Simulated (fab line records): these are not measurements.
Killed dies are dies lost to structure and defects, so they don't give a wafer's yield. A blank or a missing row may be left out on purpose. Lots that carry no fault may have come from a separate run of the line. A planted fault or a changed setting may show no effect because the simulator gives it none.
Problem report, 8D (eight disciplines) form, completed by code | flow sky130 | the parts of the form that need people (team, actions taken, sign-off) are left out

== 1. WHAT WENT WRONG ==
On 3 wafers of 1 lot, oes product au at SKY_LDD_LDN_STRIP_12 has a mean of 0.953 a.u.; fault-free wafers read 0.715 a.u., standard deviation 0.0047. That puts it +51 standard deviations away from the usual mean.
The step: strips in O2/N2.
First seen on wafer L584.2, day 28 03:33, on plasma asher-02. Wafers with a number at this step in the record: 39, from 13 lots. By rule, "out" or "out of limits" means more than 4 standard deviations away from the usual mean. All remaining wafers that have a number are taken as sound.

== 2. WHAT IT IS, AND WHAT IT ISN'T ==
question                    | is                     | is not
which readings at this step | oes product au         | drypump motor current A
which lots                  | L584                   | L571, L572, L573, L574, L575, L576, L578, L581, L583, L585, L587, L592
which wafers of those lots  | all that have a number | -
read on which tools         | plasma asher-02        | plasma asher-03
when                        | from day 28 03:33      | up to then (27 sound wafers); but 9 sound wafers of L585, L587, L592 came after

== 3. SUSPECTS, AND WHAT RULES EACH OUT ==
Counting: any tool at a process step up to the reading is kept as a suspect provided that every lot that is out went through it and no sound lot did after the first of them.
- plasma asher-02 at SKY_LDD_LDN_STRIP_12 (strips in O2/N2): ruled out as a lasting fault. The sound lots L592 went through it after L584, its earliest lot that is out (day 28 03:33).
Left after counting: nothing in the record.

== 4. THE CAUSE (what the simulator had put in) ==
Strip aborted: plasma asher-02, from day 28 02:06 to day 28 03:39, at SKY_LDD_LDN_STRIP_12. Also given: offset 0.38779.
Counting ruled it out, wrongly.

== 5. THE CHAIN OF EFFECTS, in route order ==
Each row: a reading whose mean over the struck wafers that have a number lies more than 3 standard deviations from the usual. Only readings for which the record gives a usual standard deviation are gone through. hours: the time from each lot's start at the first step in this table that gives one to its start at this step, as a median over the lots. sigmas: the change in usual standard deviations.
hours | step                  | reading             | usual      | on struck wafers | change | sigmas
0     | SKY_LDD_LDN_STRIP_12  | oes product au      | 0.715 a.u. | 0.953            | +0.238 | +51
511   | SKY_PAD_OPEN_PROBE_99 | killed at front end | 15         | 386              | +371   | +77
511   | SKY_PAD_OPEN_PROBE_99 | killed dies         | 86         | 458              | +372   | +40
511   | SKY_PAD_OPEN_PROBE_99 | killed on rim       | 17         | 77               | +60    | +15
Its process steps:
- SKY_LDD_LDN_STRIP_12: strips in O2/N2.
- SKY_PAD_OPEN_PROBE_99
Readings that are blank on the struck wafers while sound wafers have them: strip time to endpoint s at SKY_LDD_LDN_STRIP_12.

== 6. HOW IT WOULD HAVE BEEN CAUGHT EARLIER ==
In this record the first reading out of limits was taken at day 28 03:33, 1 hour after the fault began at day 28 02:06.
